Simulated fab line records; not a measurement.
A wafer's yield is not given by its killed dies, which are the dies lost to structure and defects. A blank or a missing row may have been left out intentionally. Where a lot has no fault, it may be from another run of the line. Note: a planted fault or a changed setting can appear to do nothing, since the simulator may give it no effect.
Which tool was responsible? / flow gf180mcu / 6 lots with 18 wafers sampled at 2 steps, on a route of 602 steps

== WHAT THE GAUGES READ, wafer by wafer ==
GF_VT_IMPLANT_RS_MEAS_48: the measuring method here is four-point-probe.
lot=L476; measured=day 8 05:13; on=film-metro-02; LVPWELL_RS (ohm/sq)=1197 1195 1197
lot=L480; measured=day 9 05:41; on=film-metro-04; LVPWELL_RS (ohm/sq)=1199 1200 1199
lot=L483; measured=day 10 01:56; on=film-metro-02; LVPWELL_RS (ohm/sq)=1192 1195 1192
lot=L487; measured=day 11 06:53; on=film-metro-04; LVPWELL_RS (ohm/sq)=1201 1196 1196
lot=L489; measured=day 11 21:49; on=film-metro-04; LVPWELL_RS (ohm/sq)=1182 1180 1182
lot=L493; measured=day 12 23:43; on=film-metro-04; LVPWELL_RS (ohm/sq)=1183 1183 1186

== WHAT TOOL EACH LOT RAN ON (gives the tool, then ch and the chambers of the sampled wafers, and finally the start) ==
lot=L476; GF_LVPWELL_IMPLANT_09=implanter-03 ch 0, day 4 10:32
lot=L480; GF_LVPWELL_IMPLANT_09=implanter-03 ch 0, day 5 05:20
lot=L483; GF_LVPWELL_IMPLANT_09=implanter-01 ch 0, day 5 22:10
lot=L487; GF_LVPWELL_IMPLANT_09=implanter-04 ch 0, day 6 22:54
lot=L489; GF_LVPWELL_IMPLANT_09=implanter-01 ch 0, day 7 11:57
lot=L493; GF_LVPWELL_IMPLANT_09=implanter-01 ch 0, day 8 09:45
- GF_LVPWELL_IMPLANT_09

== THE ANSWER, worked out from the rows above alone ==
Rule: usual is defined by the lots themselves. Put in order of their means at a reading, lots are off if they are a third of the lots or fewer, leave a main group of 4 or more, and stand apart from it by a gap of 3 or more times the standard deviation of the main group's means; of several such gaps the widest counts. A main group is skipped when, at the precision printed for the reading in the tables above, its means are all equal. Also off: a lot with no number at a reading for which 4 or more lots have one. Any other lot the step has rows for is counted as sound.
Off: L489, L493, seen at GF_VT_IMPLANT_RS_MEAS_48 (LVPWELL_RS). Mean 1197 ohm/sq and standard deviation 2.3 in the main group.
A tool fits if, at a process step before that reading, it ran every lot that is off, and no sound lot after the first of them. Gauges at GF_VT_IMPLANT_RS_MEAS_48: tried the same way as those tools. Can't be told from this: 2 tools fit, implanter-01 at GF_LVPWELL_IMPLANT_09, film-metro-04 at GF_VT_IMPLANT_RS_MEAS_48.

== WHAT WAS PUT IN BY THE SIMULATOR ==
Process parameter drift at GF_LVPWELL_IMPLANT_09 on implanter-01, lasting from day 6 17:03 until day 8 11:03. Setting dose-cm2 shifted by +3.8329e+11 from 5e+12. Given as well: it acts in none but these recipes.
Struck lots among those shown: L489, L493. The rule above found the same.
